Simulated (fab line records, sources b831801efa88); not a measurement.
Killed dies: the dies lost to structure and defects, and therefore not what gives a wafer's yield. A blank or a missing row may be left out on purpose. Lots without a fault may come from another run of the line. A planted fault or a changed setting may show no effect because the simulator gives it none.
Matching of chambers    flow sky130    rie_diel-04 running SKY_CONTACT_ETCH_17: 4 sister chambers
The step etches SiO2 in C4F8/O2/Ar, stops on Si3N4, target depth 340 nm. 14 wafers are shown with their chamber, then 6 later ones without.

== WAFERS, EACH WITH ITS CHAMBER ==
wafer   chamber  oes_product_au (a.u.)
L598.1  2        0.896
L598.2  0        0.886
L598.6  3        0.891
L599.2  3        0.898
L599.3  0        0.882
L599.6  2        0.896
L603.2  0        0.890
L603.4  1        0.882
L603.6  0        0.890
L605.4  0        0.883
L605.5  1        0.878
L605.6  0        0.894
L613.1  1        0.895
L613.5  0        0.888

SIGNATURES (averages over the wafers above)
reading         chamber 0  chamber 1  chamber 2  chamber 3  scatter within a chamber
oes_product_au  0.88757    0.88500    0.89600    0.89450    0.00539
Rule: distance of a wafer from a chamber = root of the sum over the readings of ((wafer's reading minus chamber's mean) / reading's scatter) squared. If the next closest chamber is less than 2 further off than the closest, the wafer can't be placed; otherwise it belongs to the closest. How the scatter is found: for the shown wafers, subtract from each reading the mean of its chamber, square and add these, divide the total by (wafers less chambers), then take the root.

== WAFERS WHOSE CHAMBER IS MISSING ==
wafer   oes_product_au (a.u.)
L615.1  0.895
L615.3  0.898
L615.4  0.889
L618.1  0.899
L618.2  0.886
L618.6  0.890

== WHICH CHAMBER EACH ONE RAN IN ==
wafer   from the rows above                in truth
L615.1  can't be placed: 3 or 2 or 0 or 1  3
L615.3  can't be placed: 2 or 3 or 0       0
L615.4  can't be placed: 0 or 1 or 3 or 2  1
L618.1  can't be placed: 2 or 3 or 0       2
L618.2  can't be placed: 1 or 0 or 3 or 2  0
L618.6  can't be placed: 0 or 3 or 1 or 2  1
0 of 6 placed correctly. Not placeable from these rows: 6 (in 6, the candidates include the true chamber). Wrongly placed: 0.
